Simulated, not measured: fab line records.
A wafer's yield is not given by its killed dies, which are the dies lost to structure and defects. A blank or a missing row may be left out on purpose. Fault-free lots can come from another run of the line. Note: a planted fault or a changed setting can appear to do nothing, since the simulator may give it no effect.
Which tool is to blame?    flow sky130    14 lots with 42 wafers sampled at 4 steps, on a route of 708 steps

WHAT THE GAUGES SHOWED, per wafer
SKY_NWELL_TW_MEAS_26. Usual: NWELL_2_TW 489.7, standard deviation 2.8.
lot   measured      on             NWELL_2_TW         flag
L423  day 5 17:51   film-metro-04  489.0 493.3 492.2  
L424  day 6 07:40   film-metro-01  492.2 491.0 486.5  
L425  day 6 08:19   film-metro-01  490.3 492.5 490.4  
L428  day 6 21:40   film-metro-01  493.4 491.4 489.8  
L429  day 7 10:07   film-metro-04  493.4 491.1 494.0  
L431  day 7 22:26   film-metro-01  490.5 489.0 490.5  
L434  day 8 17:08   film-metro-01  485.7 488.1 485.1  
L436  day 9 02:12   film-metro-03  489.7 488.1 488.8  
L435  day 9 02:59   film-metro-03  489.4 489.0 489.3  
L438  day 9 07:20   film-metro-01  486.3 485.9 484.5  
L443  day 10 11:36  film-metro-04  495.8 492.6 490.9  
L444  day 10 17:33  film-metro-04  489.9 494.5 491.9  
L445  day 10 17:55  film-metro-01  488.6 489.5 490.3  
L446  day 11 07:28  film-metro-01  493.1 495.3 491.9  

SKY_CONTACT_OVL_MEAS_15. Usual: CONTACT_OVL -1 nm, standard deviation 5.4.
lot   measured      on          CONTACT_OVL (nm)  flag
L423  day 32 00:47  overlay-02  -1 -1 -1          
L424  day 32 16:50  overlay-01  -5 0 -7           
L425  day 32 21:30  overlay-01  4 4 -2            
L428  day 33 18:38  overlay-01  7 6 1             
L429  day 34 14:54  overlay-02  6 4 3             
L431  day 35 02:37  overlay-02  -2 -7 -1          
L436  day 36 14:39  overlay-02  1 -5 -9           
L438  day 36 20:20  overlay-02  -2 2 -13          
L443  day 38 05:31  overlay-01  -3 -2 1           
L444  day 38 10:29  overlay-01  -5 -11 -7         
L445  day 38 08:56  overlay-01  11 4 9            
L446  day 39 02:20  overlay-01  -4 -1 -5          

SKY_METAL2_CD_MEAS_15 targets a cd of 140 nm. Usual: cd-nm reads 139.7 nm (standard deviation 1.4).
lot   measured      on         cd-nm (nm)         flag
L423  day 35 14:40  cd-sem-01  139.8 140.4 141.0  
L424  day 36 04:47  cd-sem-02  141.9 140.8 141.0  
L425  day 36 09:26  cd-sem-02  138.2 138.2 136.9  
L428  day 37 07:08  cd-sem-02  139.5 138.0 139.9  
L429  day 38 02:52  cd-sem-01  139.5 138.8 140.6  
L431  day 38 13:10  cd-sem-01  141.6 142.4 141.4  
L436  day 39 22:47  cd-sem-01  138.0 138.4 138.7  
L438  day 40 05:09  cd-sem-01  140.6 140.3 138.5  
L443  day 41 12:29  cd-sem-02  140.0 139.3 140.1  
L444  day 41 16:40  cd-sem-01  139.1 138.6 136.6  
L445  day 41 14:38  cd-sem-02  138.1 139.3 139.4  
L446  day 42 07:37  cd-sem-02  141.7 140.7 143.1  

TOOL THAT RAN EACH LOT (tool first, then ch and the chambers of the sampled wafers, then the start)
lot   SKY_POLY_GATE_PEB_11
L423  litho-track-01 ch 0, day 16 19:00
L424  litho-track-04 ch 0, day 17 16:00
L425  litho-track-04 ch 0, day 17 19:00
L428  litho-track-02 ch 0, day 18 18:00
L429  litho-track-04 ch 0, day 19 16:00
L431  litho-track-04 ch 0, day 20 07:00
L434  litho-track-04, day 21 14:00
L436  litho-track-02 ch 0, day 21 23:00
L435  litho-track-02, day 21 22:00
L438  litho-track-01 ch 0, day 22 06:00
L443  litho-track-02 ch 0, day 23 22:00
L444  litho-track-01 ch 0, day 24 03:00
L445  litho-track-01 ch 0, day 24 01:00
L446  litho-track-02 ch 0, day 24 23:00
- SKY_POLY_GATE_PEB_11

AS READ BY THE TOOLS THEMSELVES (means over the sampled wafers that have a number; for cases with no such wafer, the mark the record gives instead)
SKY_POLY_GATE_PEB_11. Usual: exhaust-pa reads 45.0 Pa (standard deviation 0.86).
lot   tool            exhaust-pa (Pa)  flag
L423  litho-track-01  43.8             
L424  litho-track-04  45.3             
L425  litho-track-04  45.5             
L428  litho-track-02  44.6             
L429  litho-track-04  45.8             
L431  litho-track-04  45.4             
L434  litho-track-04  -                OFF
L436  litho-track-02  45.7             
L435  litho-track-02  -                OFF
L438  litho-track-01  44.8             
L443  litho-track-02  44.7             
L444  litho-track-01  46.2             
L445  litho-track-01  45.2             
L446  litho-track-02  44.1             

THE ANSWER, worked out from the rows above alone
Rule: a lot is off if the mean of its wafers that have a number lies more than 3 standard deviations from the usual mean. Also off: a lot with no number at a reading for which 4 or more lots have one. Where the step has rows for the other lots, those lots are counted as sound. After the gauges, taken in route order, come the tools' own readings; for these a lot's mean is taken, as printed above. At the first step where some lot is off, the reading lying furthest off is the one used; lots without a number count as furthest.
Off: L434, L435 (SKY_POLY_GATE_PEB_11, exhaust-pa). Without a number there: L434, L435.
A tool fits if, at that step or a process step before it, it ran every lot that is off, and no sound lot after the first of them. Of those tried, none fits.

WHAT HAD BEEN PUT IN BY THE SIMULATOR
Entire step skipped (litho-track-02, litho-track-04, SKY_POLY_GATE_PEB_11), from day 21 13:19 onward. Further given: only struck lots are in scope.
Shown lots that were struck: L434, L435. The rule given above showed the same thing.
